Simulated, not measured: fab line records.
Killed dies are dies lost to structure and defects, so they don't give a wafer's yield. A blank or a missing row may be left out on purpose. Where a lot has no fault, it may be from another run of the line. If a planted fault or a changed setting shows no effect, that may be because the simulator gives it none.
Matching of chambers ; flow sfq line ; SFQ_TRILAYER_I4_DEP_PECVD_099 on pecvd-01: 3 sister chambers
The step deposits SiO2 from SiH4/N2O, time 111.11 s, target thk 500 nm. 3 wafers are shown with their chamber, then 8 later ones without.

== WAFERS WITH THEIR CHAMBER ==
wafer;chamber;throttle valve pct (%)
L280.3;0;24.9
L280.6;2;25.7
L282.3;1;26.1

== WAFERS WITH NO CHAMBER GIVEN ==
wafer;throttle valve pct (%)
L282.4;26.1
L282.5;24.8
L293.2;25.9
L293.4;25.0
L293.6;26.6
L295.1;25.1
L295.2;26.5
L295.6;26.3

== WHICH CHAMBER EACH WENT THROUGH ==
wafer;from the rows above;in truth
L282.4;can't be placed: 1 or 2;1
L282.5;0;0
L293.2;can't be placed: 2 or 1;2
L293.4;0;0
L293.6;can't be placed: 1 or 2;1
L295.1;can't be placed: 0 or 2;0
L295.2;can't be placed: 1 or 2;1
L295.6;can't be placed: 1 or 2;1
Placed correctly: 2 of 8. From these rows, 6 cannot be placed; in 6 the true chamber is one of the candidates. Number placed wrongly: 0.
How it was worked out, from the rows above alone: a wafer's distance from a chamber is the root of the sum, over the readings, of the square of ((its reading less the chamber's mean) divided by the reading's scatter). If the next closest chamber is less than 2 further off than the closest, the wafer can't be placed; otherwise it belongs to the closest. Each chamber's mean is taken over the wafers shown for it. The scatter (one wafer shown for each chamber): square how far every hidden wafer sits from the nearest shown wafer, average those squares and take the square root.
